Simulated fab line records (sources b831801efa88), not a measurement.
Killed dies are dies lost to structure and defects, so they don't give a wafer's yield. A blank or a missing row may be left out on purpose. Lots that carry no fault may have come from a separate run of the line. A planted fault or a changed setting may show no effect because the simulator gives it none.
fab line records ; flow sky130
record lots=11; wafers=33; last_day=50
route steps=708 shown METAL2@501 CAPM@551 CAP2M@603 METAL4@633 PAD_OPEN@708
lots untouched by any fault: they come from a run of this same line in which no faults occurred
start_h: hours from the record's opening day to when the first of the lot's shown wafers began ; wait_h: how many hours have passed since the lot's step before this one ; " unchanged from the row above ; L1.1+2: a row that stands for several wafers ; - no value present, or no start provided ; * or withheld: withheld ; < > ~ a bound
route shown NAME@n: names a module that has steps shown in the file, with the first one's number in the route ; usual: mean/standard deviation taken from wafers without a fault ; same: alike in all rows ; chamber/n: place in a boat ; sites: each site's reading ; _std_site: how widely they spread, as a standard deviation ; _edge_site: the outer-site mean with the inner-site mean subtracted ; radius_mm: how far each site lies from the wafer's centre ; mask NAME#n: copy n ; behind: the last tool/chamber to shape the wafer ; hold: why the lot went on hold/how many hours it stayed there/how the hold came to an end ; device: which transistor (n, p or np) failed to switch ; end of line: tests run on the same wafers once the route is complete ; a step with no rows: only its recipe ; killed: at the first sort, the dies lost to defects and structure; wafer yield is something else ; map: a wafer's dies, x killed, . not, _ none there
set.NAME: the setting the step ran with; set.NAME@STEP: the setting that earlier step ran with ; model.NAME: the simulator's own value behind a step, which no gauge read
steps of the route over a sample of lots; a table a step, a row a wafer
services: from which hour (start_h, from the record's first day; less than 0 if before it) a tool's chamber was out of use, for how many hours, and why
## steps
# step SKY_METAL2_ETCH_18
# recipe chemistry=N2/H2; target=BARC; ion_energy_ev=200; bias_w=100; pressure_mtorr=30; n2_flow_sccm=100; h2_flow_sccm=200; icp_w=500; stop_on=SiO2; time_s=45.9; target_depth_a=600
# usual drypump_motor_current_A=5.9/0.43; oes_product_au=0.854/0.0047; throttle_valve_pct=13.226/0.0096
lot.wafer;tool;chamber;start_h;wait_h;drypump_motor_current_A;oes_product_au;rf_hours_counter_h;throttle_valve_pct
L279.4;rie_metal-04;0;835.00;0.1;5.1;0.855;-;13.222
L279.5;rie_metal-04;0;835.00;0.1;5.1;0.857;-;13.232
L279.6;rie_metal-04;0;835.00;0.1;5.1;0.856;-;13.221
L281.1;rie_metal-01;0;860.57;0.0;6.5;0.852;7;13.223
L281.4;rie_metal-01;1;860.57;0.0;5.8;0.863;-;13.219
L281.6;rie_metal-01;0;860.57;0.0;6.4;0.854;-;13.213
L283.1;rie_metal-03;1;873.74;0.0;6.2;0.857;15;13.224
L283.4;rie_metal-03;1;873.74;0.0;6.2;0.858;-;13.229
L283.6;rie_metal-03;0;873.74;0.0;6.0;0.865;-;13.231
L286.2;rie_metal-04;1;903.45;0.0;6.0;0.854;4;13.238
L286.3;rie_metal-04;1;903.45;0.0;6.0;0.862;-;13.223
L286.6;rie_metal-04;1;903.45;0.0;6.0;0.854;-;13.224
L287.1;rie_metal-01;1;907.17;0.0;5.8;0.858;1;13.221
L287.3;rie_metal-01;1;907.17;0.0;5.8;0.846;-;13.230
L287.5;rie_metal-01;1;907.17;0.0;5.8;0.856;-;13.205
L289.1;rie_metal-03;0;920.59;0.0;6.0;0.854;14;13.227
L289.4;rie_metal-03;1;920.59;0.0;6.2;0.858;-;13.234
L289.5;rie_metal-03;0;920.59;0.0;5.9;0.848;-;13.224
L291.4;rie_metal-01;0;932.22;0.0;6.5;0.860;-;13.247
L291.5;rie_metal-01;1;932.22;0.0;5.8;0.857;-;13.229
L291.6;rie_metal-01;0;932.22;0.0;6.5;0.850;-;13.237
L296.4;rie_metal-03;0;968.10;0.1;6.0;0.854;-;13.231
L296.5;rie_metal-03;0;968.10;0.1;5.9;0.848;-;13.225
L296.6;rie_metal-03;0;968.10;0.1;5.9;0.856;-;13.232
L297.2;rie_metal-04;0;969.91;0.0;5.1;0.858;3;13.212
L297.3;rie_metal-04;1;969.91;0.0;6.0;0.846;-;13.202
L297.4;rie_metal-04;0;969.91;0.0;5.1;0.848;-;13.234
L298.3;rie_metal-03;0;978.01;0.1;6.0;0.856;-;13.236
L298.4;rie_metal-03;0;978.01;0.1;6.0;0.864;-;13.224
L298.5;rie_metal-03;0;978.01;0.1;5.9;0.857;-;13.243
L300.2;rie_metal-03;1;990.97;0.0;6.2;0.864;0;13.240
L300.3;rie_metal-03;1;990.97;0.0;6.2;0.855;-;13.231
L300.4;rie_metal-03;0;990.97;0.0;6.0;0.849;-;13.221
# step SKY_METAL2_STRIP_20
# recipe chemistry=O2/N2; power_w=1400; pressure_mtorr=1500; platen_temp_c=withheld; o2_flow_sccm=3000; n2_flow_sccm=300; overash_fraction=0.5
# usual drypump_motor_current_A=5.6/0.4; oes_product_au=0.343/0.0047; strip_time_to_endpoint_s=2.69/0.034
lot.wafer;tool;chamber;start_h;wait_h;drypump_motor_current_A;oes_product_au;rf_hours_counter_h;strip_time_to_endpoint_s
L279.4;plasma_asher-03;0;835.27;0.1;5.5;0.348;-;2.68
L279.5;plasma_asher-03;0;835.27;0.1;5.6;0.345;-;2.70
L279.6;plasma_asher-03;1;835.27;0.1;5.8;0.345;-;2.70
L281.1;plasma_asher-04;1;860.72;0.1;6.4;0.337;103;2.71
L281.4;plasma_asher-04;0;860.72;0.1;5.0;0.336;-;2.67
L281.6;plasma_asher-04;0;860.72;0.1;5.0;0.342;-;2.71
L283.1;plasma_asher-03;0;873.89;0.1;5.6;0.348;13;2.77
L283.4;plasma_asher-03;1;873.89;0.1;5.8;0.344;-;2.74
L283.6;plasma_asher-03;0;873.89;0.1;5.6;0.340;-;2.74
L286.2;plasma_asher-04;1;903.60;0.1;6.4;0.336;108;2.69
L286.3;plasma_asher-04;0;903.60;0.1;5.0;0.343;-;2.70
L286.6;plasma_asher-04;1;903.60;0.1;6.3;0.348;-;2.73
L287.1;plasma_asher-02;0;907.32;0.1;5.3;0.341;78;2.70
L287.3;plasma_asher-02;1;907.32;0.1;5.7;0.342;-;2.65
L287.5;plasma_asher-02;0;907.32;0.1;5.3;0.345;-;2.68
L289.1;plasma_asher-04;1;920.74;0.1;6.3;0.345;110;2.72
L289.4;plasma_asher-04;1;920.74;0.1;6.4;0.338;-;2.76
L289.5;plasma_asher-04;1;920.74;0.1;6.3;0.345;-;2.70
L291.4;plasma_asher-04;1;932.39;0.1;6.3;0.337;-;2.71
L291.5;plasma_asher-04;1;932.39;0.1;6.3;0.340;-;2.66
L291.6;plasma_asher-04;0;932.39;0.1;5.0;0.345;-;2.69
L296.4;plasma_asher-03;0;968.37;0.1;5.6;0.339;-;2.64
L296.5;plasma_asher-03;1;968.37;0.1;5.8;0.335;-;2.67
L296.6;plasma_asher-03;0;968.37;0.1;5.6;0.344;-;2.69
L297.2;plasma_asher-03;0;970.12;0.1;5.5;0.335;23;2.69
L297.3;plasma_asher-03;0;970.12;0.1;5.6;0.346;-;2.68
L297.4;plasma_asher-03;1;970.12;0.1;5.7;0.337;-;2.70
L298.3;plasma_asher-02;0;978.31;0.1;5.3;0.345;-;2.63
L298.4;plasma_asher-02;1;978.31;0.1;5.7;0.339;-;2.65
L298.5;plasma_asher-02;1;978.31;0.1;5.7;0.339;-;2.66
L300.2;plasma_asher-03;1;991.12;0.1;5.8;0.342;25;2.66
L300.3;plasma_asher-03;0;991.12;0.1;5.5;0.344;-;2.70
L300.4;plasma_asher-03;1;991.12;0.1;5.8;0.337;-;2.64
# step SKY_CAPM_STRIP_14
# recipe chemistry=O2/N2; power_w=1400; pressure_mtorr=1500; platen_temp_c=withheld; o2_flow_sccm=3000; n2_flow_sccm=300; overash_fraction=0.5
# usual drypump_motor_current_A=5.6/0.55; oes_product_au=0.710/0.0048; strip_time_to_endpoint_s=12.65/0.044
lot.wafer;tool;chamber;start_h;wait_h;drypump_motor_current_A;oes_product_au;rf_hours_counter_h;strip_time_to_endpoint_s
L279.4;plasma_asher-04;0;889.79;0.1;5.0;0.720;-;12.75
L279.5;plasma_asher-04;1;889.79;0.1;6.4;0.706;-;12.72
L279.6;plasma_asher-04;0;889.79;0.1;5.0;0.711;-;12.70
L281.1;plasma_asher-01;0;914.87;0.1;5.0;0.697;48;12.67
L281.4;plasma_asher-01;1;914.87;0.1;6.1;0.709;-;12.59
L281.6;plasma_asher-01;1;914.87;0.1;6.1;0.708;-;12.62
L283.1;plasma_asher-04;1;927.21;0.1;6.4;0.705;111;12.71
L283.4;plasma_asher-04;0;927.21;0.1;5.0;0.708;-;12.72
L283.6;plasma_asher-04;0;927.21;0.1;5.0;0.707;-;12.69
L286.2;plasma_asher-02;0;955.86;0.1;5.3;0.726;82;12.63
L286.3;plasma_asher-02;0;955.86;0.1;5.3;0.705;-;12.66
L286.6;plasma_asher-02;0;955.86;0.1;5.3;0.707;-;12.65
L287.1;plasma_asher-01;1;959.03;0.1;6.1;0.709;53;12.64
L287.3;plasma_asher-01;0;959.03;0.1;5.0;0.710;-;12.65
L287.5;plasma_asher-01;1;959.03;0.1;6.1;0.708;-;12.65
L289.1;plasma_asher-02;1;973.06;0.1;5.7;0.712;84;12.62
L289.4;plasma_asher-02;0;973.06;0.1;5.3;0.715;-;12.62
L289.5;plasma_asher-02;1;973.06;0.1;5.6;0.721;-;12.67
L291.4;plasma_asher-02;1;983.16;0.1;5.7;0.707;-;12.64
L291.5;plasma_asher-02;0;983.16;0.1;5.3;0.710;-;12.68
L291.6;plasma_asher-02;1;983.16;0.1;5.7;0.713;-;12.58
L296.4;plasma_asher-04;0;1018.91;0.1;5.0;0.710;-;12.67
L296.5;plasma_asher-04;0;1018.91;0.1;5.0;0.717;-;12.71
L296.6;plasma_asher-04;1;1018.91;0.1;6.3;0.705;-;12.65
L297.2;plasma_asher-04;1;1020.62;0.1;6.4;0.707;118;12.63
L297.3;plasma_asher-04;0;1020.62;0.1;5.0;0.719;-;12.67
L297.4;plasma_asher-04;1;1020.62;0.1;6.4;0.702;-;12.66
L298.3;plasma_asher-01;0;1027.05;0.1;5.0;0.714;-;12.59
L298.4;plasma_asher-01;1;1027.05;0.1;6.1;0.712;-;12.62
L298.5;plasma_asher-01;1;1027.05;0.1;6.1;0.712;-;12.62
L300.2;plasma_asher-02;0;1040.53;0.1;5.3;0.710;89;12.67
L300.3;plasma_asher-02;0;1040.53;0.1;5.3;0.708;-;12.75
L300.4;plasma_asher-02;1;1040.53;0.1;5.7;0.711;-;12.65
# step SKY_CAP2M_CVD_00
# recipe material=SiO2; target_thk_nm=15.5; temp_c=400; time_s=withheld; rf_w=450
# usual heater_power_w=842/100
lot.wafer;tool;chamber;start_h;wait_h;heater_power_w
L279.4;pecvd-04;1;944.18;0.0;628
L279.5;pecvd-04;0;944.18;0.0;919
L279.6;pecvd-04;2;944.18;0.0;922
L281.1;pecvd-03;0;968.35;0.0;798
L281.4;pecvd-03;2;968.35;0.0;942
L281.6;pecvd-03;1;968.35;0.0;821
L283.1;pecvd-04;2;980.07;0.0;839
L283.4;pecvd-04;1;980.07;0.0;777
L283.6;pecvd-04;2;980.07;0.0;851
L286.2;pecvd-04;1;1007.99;0.0;720
L286.3;pecvd-04;2;1007.99;0.0;914
L286.6;pecvd-04;1;1007.99;0.0;720
L287.1;pecvd-03;1;1011.23;0.0;823
L287.3;pecvd-03;0;1011.23;0.0;710
L287.5;pecvd-03;1;1011.23;0.0;844
L289.1;pecvd-04;2;1023.80;0.0;933
L289.4;pecvd-04;2;1023.80;0.0;919
L289.5;pecvd-04;0;1023.80;0.0;904
L291.4;pecvd-04;2;1033.26;0.0;926
L291.5;pecvd-04;2;1033.26;0.0;928
L291.6;pecvd-04;0;1033.26;0.0;791
L296.4;pecvd-02;0;1068.03;0.0;897
L296.5;pecvd-02;2;1068.03;0.0;920
L296.6;pecvd-02;1;1068.03;0.0;680
L297.2;pecvd-03;2;1070.58;0.0;1007
L297.3;pecvd-03;1;1070.58;0.0;916
L297.4;pecvd-03;1;1070.58;0.0;933
L298.3;pecvd-02;2;1075.23;0.0;740
L298.4;pecvd-02;1;1075.23;0.0;686
L298.5;pecvd-02;0;1075.23;0.0;863
L300.2;pecvd-03;2;1088.73;0.0;956
L300.3;pecvd-03;0;1088.73;0.0;803
L300.4;pecvd-03;0;1088.73;0.0;776
# step SKY_CAP2M_THK_MEAS_01
# recipe reads=SiO2_of_CAP2M_CVD_00
# usual CAP2M_CVD_00_THK=15.50/0.2
lot.wafer;tool;chamber;start_h;wait_h;CAP2M_CVD_00_THK[nm]
L279.4;film_metro-02;-;944.22;-;15.57
L279.5;film_metro-02;-;944.22;-;15.70
L279.6;film_metro-02;-;944.22;-;15.45
L281.1;film_metro-04;-;968.37;-;15.42
L281.4;film_metro-04;-;968.37;-;15.82
L281.6;film_metro-04;-;968.37;-;15.61
L283.1;film_metro-04;-;980.09;-;15.28
L283.4;film_metro-04;-;980.09;-;15.61
L283.6;film_metro-04;-;980.09;-;15.71
L286.2;film_metro-03;-;1008.02;-;15.40
L286.3;film_metro-03;-;1008.02;-;15.47
L286.6;film_metro-03;-;1008.02;-;15.66
L287.1;film_metro-04;-;1011.26;-;15.14
L287.3;film_metro-04;-;1011.26;-;15.54
L287.5;film_metro-04;-;1011.26;-;15.59
L289.1;film_metro-04;-;1023.83;-;15.38
L289.4;film_metro-04;-;1023.83;-;27.53
L289.5;film_metro-04;-;1023.83;-;27.26
L291.4;film_metro-03;-;1033.31;-;27.00
L291.5;film_metro-03;-;1033.31;-;27.02
L291.6;film_metro-03;-;1033.31;-;15.58
L296.4;film_metro-04;-;1068.23;-;15.54
L296.5;film_metro-04;-;1068.23;-;15.67
L296.6;film_metro-04;-;1068.23;-;15.50
L297.2;film_metro-04;-;1070.61;-;15.13
L297.3;film_metro-04;-;1070.61;-;15.26
L297.4;film_metro-04;-;1070.61;-;15.52
L298.3;film_metro-04;-;1075.27;-;15.12
L298.4;film_metro-04;-;1075.27;-;15.56
L298.5;film_metro-04;-;1075.27;-;15.40
L300.2;film_metro-02;-;1088.76;-;15.29
L300.3;film_metro-02;-;1088.76;-;15.47
L300.4;film_metro-02;-;1088.76;-;15.79
# step SKY_METAL4_ETCH_17
# recipe target=SiO2; stop_on=TiN; chemistry=C4F8/O2/Ar; source_w=1500; bias_w=1200; pressure_mtorr=40; c4f8_flow_sccm=withheld; O2_flow_sccm=6; Ar_flow_sccm=300; time_s=3.9; target_depth_a=150
# usual oes_product_au=0.754/0.0068
lot.wafer;tool;chamber;start_h;wait_h;oes_product_au;rf_hours_counter_h
L279.4;rie_diel-02;0;993.09;0.0;0.757;11
L279.5;rie_diel-02;0;993.09;0.0;0.765;-
L279.6;rie_diel-02;1;993.09;0.0;0.754;-
L281.1;rie_diel-02;2;1016.39;0.1;0.763;19
L281.4;rie_diel-02;0;1016.39;0.1;0.756;12
L281.6;rie_diel-02;0;1016.39;0.1;0.753;-
L283.1;rie_diel-02;2;1027.44;0.1;0.751;19
L283.4;rie_diel-02;1;1027.44;0.1;0.752;5
L283.6;rie_diel-02;2;1027.44;0.1;0.756;-
L286.2;rie_diel-01;0;1053.19;0.1;0.751;9
L286.3;rie_diel-01;2;1053.19;0.1;0.754;14
L286.6;rie_diel-01;3;1053.19;0.1;0.755;-
L287.1;rie_diel-03;3;1058.10;0.1;0.736;18
L287.3;rie_diel-03;0;1058.10;0.1;0.749;10
L287.5;rie_diel-03;0;1058.10;0.1;0.755;-
L289.1;rie_diel-03;2;1069.99;0.1;0.756;23
L289.4;rie_diel-03;0;1069.99;0.1;0.997;10
L289.5;rie_diel-03;0;1069.99;0.1;0.997;-
L291.4;rie_diel-02;2;1078.10;0.0;1.005;20
L291.5;rie_diel-02;3;1078.10;0.0;0.990;-
L291.6;rie_diel-02;2;1078.10;0.0;0.760;-
L296.4;rie_diel-02;3;1110.45;0.0;0.750;-
L296.5;rie_diel-02;0;1110.45;0.0;0.759;-
L296.6;rie_diel-02;2;1110.45;0.0;0.753;-
L297.2;rie_diel-01;0;1112.39;0.1;0.755;10
L297.3;rie_diel-01;1;1112.39;0.1;0.748;1
L297.4;rie_diel-01;3;1112.39;0.1;0.753;23
L298.3;rie_diel-03;3;1116.79;0.0;0.741;20
L298.4;rie_diel-03;2;1116.79;0.0;0.749;24
L298.5;rie_diel-03;2;1116.79;0.0;0.745;-
L300.2;rie_diel-01;0;1130.65;0.1;0.753;11
L300.3;rie_diel-01;3;1130.65;0.1;0.747;24
L300.4;rie_diel-01;2;1130.65;0.1;0.762;17
# step SKY_PAD_OPEN_PROBE_99
# usual defect_limited_yield=82.7/1.9; killed_at_M0_to_M3=43/7.1; killed_at_M4_up=3.2/1.9; killed_at_contacts=23/5.1; killed_at_front_end=15/4.5; killed_at_other=0.4/0.65; killed_dies=85/9.4; killed_open=47/6.8; killed_short=38/6.1
# same gross_dies=492; killed_at_back_side=0
lot.wafer;tool;chamber;start_h;wait_h;defect_limited_yield[%];killed_at_M0_to_M3;killed_at_M4_up;killed_at_contacts;killed_at_front_end;killed_at_other;killed_dies;killed_open;killed_short
L283.1;prober-01;-;1118.34;0.1;81.9;50;3;17;18;1;89;46;41
L283.4;prober-01;-;1118.49;0.2;81.3;50;5;19;17;1;92;46;44
L283.6;prober-01;-;1118.59;0.2;80.5;52;3;17;23;1;96;47;46
L286.2;prober-02;-;1142.47;0.1;82.1;49;1;21;16;1;88;48;39
L286.3;prober-02;-;1142.52;0.2;83.7;46;2;21;10;1;80;42;38
L286.6;prober-02;-;1142.67;0.2;82.1;44;6;29;9;0;88;54;34
L289.1;prober-01;-;1156.78;0.1;83.3;46;1;21;14;0;82;45;36
L289.4;prober-01;-;1156.93;0.2;81.5;42;4;27;18;0;91;53;36
L289.5;prober-01;-;1156.98;0.2;82.3;43;4;28;12;0;87;52;35
L291.4;prober-01;-;1163.07;0.2;84.8;32;3;23;15;2;75;45;30
L291.5;prober-01;-;1163.12;0.2;81.5;43;1;28;19;0;91;50;41
L291.6;prober-01;-;1163.17;0.2;82.3;42;5;25;15;0;87;45;42
L296.4;prober-02;-;1188.57;0.2;82.5;46;3;21;15;1;86;56;30
L296.5;prober-02;-;1188.62;0.2;82.7;47;7;16;15;0;85;50;35
L296.6;prober-02;-;1188.67;0.2;82.3;38;5;27;17;0;87;49;38
L297.2;prober-01;-;1189.78;0.1;83.3;40;4;28;10;0;82;45;37
L297.3;prober-01;-;1189.83;0.2;85.0;41;6;12;15;0;74;39;34
L297.4;prober-01;-;1189.88;0.2;84.8;40;1;17;17;0;75;50;25
L298.3;prober-02;-;1193.56;0.2;81.9;42;3;27;16;1;89;45;44
L298.4;prober-02;-;1193.61;0.2;82.3;45;2;27;13;0;87;48;39
L298.5;prober-02;-;1193.66;0.2;83.1;36;2;28;17;0;83;41;42
# killed by level:class
L283.1 VIA1:geometric_particle:open=9 VIA2:geometric_particle:short=7 VIA2:geometric_particle:open=7 FIELD_ISO:geometric_particle:open=6 METAL1:geometric_particle:short=5 LI_CONTACT:geometric_particle:open=5 CONTACT:geometric_particle:short=5 VIA3:geometric_particle:open=5
L283.4 METAL1:geometric_particle:short=13 VIA1:geometric_particle:open=10 CONTACT:geometric_particle:open=8 METAL2:geometric_particle:short=8 FIELD_ISO:geometric_particle:short=7 VIA2:geometric_particle:open=5 POLY_GATE:geometric_particle:open=4 LI_CONTACT:geometric_particle:open=4
L283.6 FIELD_ISO:geometric_particle:open=8 FIELD_ISO:geometric_particle:short=8 CONTACT:geometric_particle:open=7 METAL2:geometric_particle:short=7 VIA2:geometric_particle:open=7 LI_CONTACT:geometric_particle:open=6 VIA3:geometric_particle:open=6 METAL1:geometric_particle:short=6
L286.2 CONTACT:geometric_particle:open=10 VIA1:geometric_particle:open=10 METAL1:geometric_particle:short=7 FIELD_ISO:geometric_particle:open=6 VIA1:geometric_particle:short=6 VIA3:geometric_particle:open=6 POLY_GATE:geometric_particle:open=4 LI_CONTACT:geometric_particle:open=4
L286.3 CONTACT:geometric_particle:open=8 VIA2:geometric_particle:open=8 VIA1:geometric_particle:open=7 METAL2:geometric_particle:short=6 VIA2:geometric_particle:short=6 LI_CONTACT:geometric_particle:open=4 LOCAL_INTERCONNECT:geometric_particle:short=4 VIA3:geometric_particle:open=4
L286.6 VIA1:geometric_particle:open=19 CONTACT:geometric_particle:open=10 LI_CONTACT:geometric_particle:open=7 METAL2:geometric_particle:short=6 VIA2:geometric_particle:open=6 LOCAL_INTERCONNECT:geometric_particle:short=4 VIA3:geometric_particle:open=4 METAL4:geometric_particle:short=4
L289.1 VIA1:geometric_particle:open=14 CONTACT:geometric_particle:open=8 METAL2:geometric_particle:short=8 LI_CONTACT:geometric_particle:open=7 VIA1:geometric_particle:short=5 VIA3:geometric_particle:short=5 FIELD_ISO:geometric_particle:open=3 FIELD_ISO:geometric_particle:short=3
L289.4 CONTACT:geometric_particle:open=12 VIA1:geometric_particle:open=10 LI_CONTACT:geometric_particle:open=6 METAL2:geometric_particle:short=6 VIA3:geometric_particle:open=6 FIELD_ISO:geometric_particle:short=5 VIA2:geometric_particle:open=5 POLY_GATE:geometric_particle:short=4
L289.5 VIA1:geometric_particle:open=13 CONTACT:geometric_particle:open=9 VIA3:geometric_particle:open=8 LI_CONTACT:geometric_particle:short=6 LI_CONTACT:geometric_particle:open=6 FIELD_ISO:geometric_particle:short=4 VIA2:geometric_particle:open=4 LOCAL_INTERCONNECT:geometric_particle:short=4
L291.4 CONTACT:geometric_particle:open=12 VIA1:geometric_particle:open=6 FIELD_ISO:geometric_particle:short=5 METAL1:geometric_particle:short=5 VIA2:geometric_particle:open=5 VIA3:geometric_particle:open=5 LI_CONTACT:geometric_particle:open=3 LI_CONTACT:geometric_particle:short=3
L291.5 VIA3:geometric_particle:open=10 LI_CONTACT:geometric_particle:open=9 POLY_GATE:geometric_particle:short=8 VIA2:geometric_particle:open=7 VIA1:geometric_particle:open=7 CONTACT:geometric_particle:open=5 CONTACT:geometric_particle:short=5 LOCAL_INTERCONNECT:geometric_particle:short=4
L291.6 VIA1:geometric_particle:open=12 LOCAL_INTERCONNECT:geometric_particle:short=9 VIA3:geometric_particle:open=8 VIA2:geometric_particle:open=7 FIELD_ISO:geometric_particle:short=6 CONTACT:geometric_particle:open=6 LI_CONTACT:geometric_particle:open=4 VIA1:geometric_particle:short=4
L296.4 VIA1:geometric_particle:open=16 CONTACT:geometric_particle:open=11 VIA2:geometric_particle:open=11 CONTACT:geometric_particle:short=5 VIA3:geometric_particle:open=4 POLY_GATE:geometric_particle:open=4 METAL2:geometric_particle:short=4 FIELD_ISO:geometric_particle:open=3
L296.5 VIA2:geometric_particle:open=12 FIELD_ISO:geometric_particle:open=8 VIA1:geometric_particle:open=8 CONTACT:geometric_particle:open=6 VIA1:geometric_particle:short=6 METAL4:geometric_particle:short=5 VIA3:geometric_particle:open=4 VIA3:geometric_particle:short=3
L296.6 CONTACT:geometric_particle:open=14 VIA1:geometric_particle:open=10 FIELD_ISO:geometric_particle:open=6 METAL2:geometric_particle:short=6 FIELD_ISO:geometric_particle:short=4 VIA1:geometric_particle:short=4 LI_CONTACT:geometric_particle:open=4 LOCAL_INTERCONNECT:geometric_particle:short=4
L297.2 CONTACT:geometric_particle:open=10 LI_CONTACT:geometric_particle:short=7 VIA1:geometric_particle:open=7 LI_CONTACT:geometric_particle:open=6 METAL2:geometric_particle:short=6 VIA2:geometric_particle:open=5 VIA2:geometric_particle:short=4 VIA3:geometric_particle:open=4
L297.3 VIA1:geometric_particle:open=12 VIA3:geometric_particle:open=7 VIA1:geometric_particle:short=7 FIELD_ISO:geometric_particle:short=5 LI_CONTACT:geometric_particle:open=5 POLY_GATE:geometric_particle:open=4 CONTACT:geometric_particle:short=4 METAL1:geometric_particle:short=4
L297.4 VIA2:geometric_particle:open=15 FIELD_ISO:geometric_particle:open=7 CONTACT:geometric_particle:open=6 VIA1:geometric_particle:open=4 VIA1:geometric_particle:short=4 VIA3:geometric_particle:open=4 FIELD_ISO:geometric_particle:short=3 LI_CONTACT:geometric_particle:short=3
L298.3 CONTACT:geometric_particle:open=8 VIA3:geometric_particle:open=8 LI_CONTACT:geometric_particle:open=7 METAL1:geometric_particle:short=6 CONTACT:geometric_particle:short=5 VIA1:geometric_particle:short=5 METAL2:geometric_particle:short=5 FIELD_ISO:geometric_particle:open=4
L298.4 VIA1:geometric_particle:open=12 CONTACT:geometric_particle:open=10 VIA3:geometric_particle:open=9 METAL1:geometric_particle:short=6 VIA3:geometric_particle:short=6 POLY_GATE:geometric_particle:open=5 LI_CONTACT:geometric_particle:open=5 LOCAL_INTERCONNECT:geometric_particle:short=5
L298.5 CONTACT:geometric_particle:open=13 VIA1:geometric_particle:open=8 FIELD_ISO:geometric_particle:short=7 METAL2:geometric_particle:short=7 LI_CONTACT:geometric_particle:open=6 CONTACT:geometric_particle:short=5 VIA3:geometric_particle:open=5 POLY_GATE:geometric_particle:short=4
## services
tool;chamber;start_h;hours;kind
rie_diel-02;1;833.46;2.8;repair
rie_diel-02;2;840.17;6.1;repair
rie_diel-02;-;849.94;14.6;pm
plasma_asher-02;-;855.73;1.6;repair
plasma_asher-02;-;867.66;14.6;pm
rie_diel-02;2;871.80;2.5;repair
rie_metal-03;-;872.11;0.3;repair
pecvd-04;1;895.71;3.1;repair
plasma_asher-02;-;911.57;11.8;repair
rie_diel-02;3;935.49;6.2;repair
rie_metal-03;-;946.67;14.6;pm
plasma_asher-04;-;974.62;22.6;repair
plasma_asher-04;-;997.25;2.8;pm
plasma_asher-02;-;1001.48;18.3;repair
rie_metal-03;0;1001.60;3.1;repair
plasma_asher-03;-;1006.01;2.8;pm
pecvd-04;1;1019.71;4.1;repair
rie_metal-03;1;1048.03;3.3;repair
plasma_asher-04;-;1055.25;9.0;pm
pecvd-04;0;1067.44;3.6;repair
rie_metal-03;0;1073.30;11.9;repair
plasma_asher-02;-;1075.65;3.7;repair
rie_diel-02;1;1106.40;12.8;repair
pecvd-04;-;1108.63;0.6;repair
## key
first_sign step=SKY_CAP2M_THK_MEAS_01; reading=CAP2M_CVD_00_THK; direction=up; sigmas=58; usual=15.50; struck=27.20
effect step=SKY_METAL4_ETCH_17; reading=oes_product_au; direction=up; sigmas=36; usual=0.754; struck=0.997
met_at SKY_CAP2M_CVD_00
struck_lots L289,L291
struck_wafers L289.4,L289.5,L291.4,L291.5
not_acting_at SKY_METAL2_ETCH_18,SKY_METAL2_STRIP_20,SKY_CAPM_STRIP_14
onset_between 1007.99 1023.80
fault kind=process_parameter_drift; tool=pecvd-04; chamber=-; onset_h=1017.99; steps=SKY_CAP2M_CVD_00; channel=target_thk_nm; offset=11.634; shape=step; end_h=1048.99; scope=struck_wafers_only; acts_in=these_recipes_only; stated=15.5
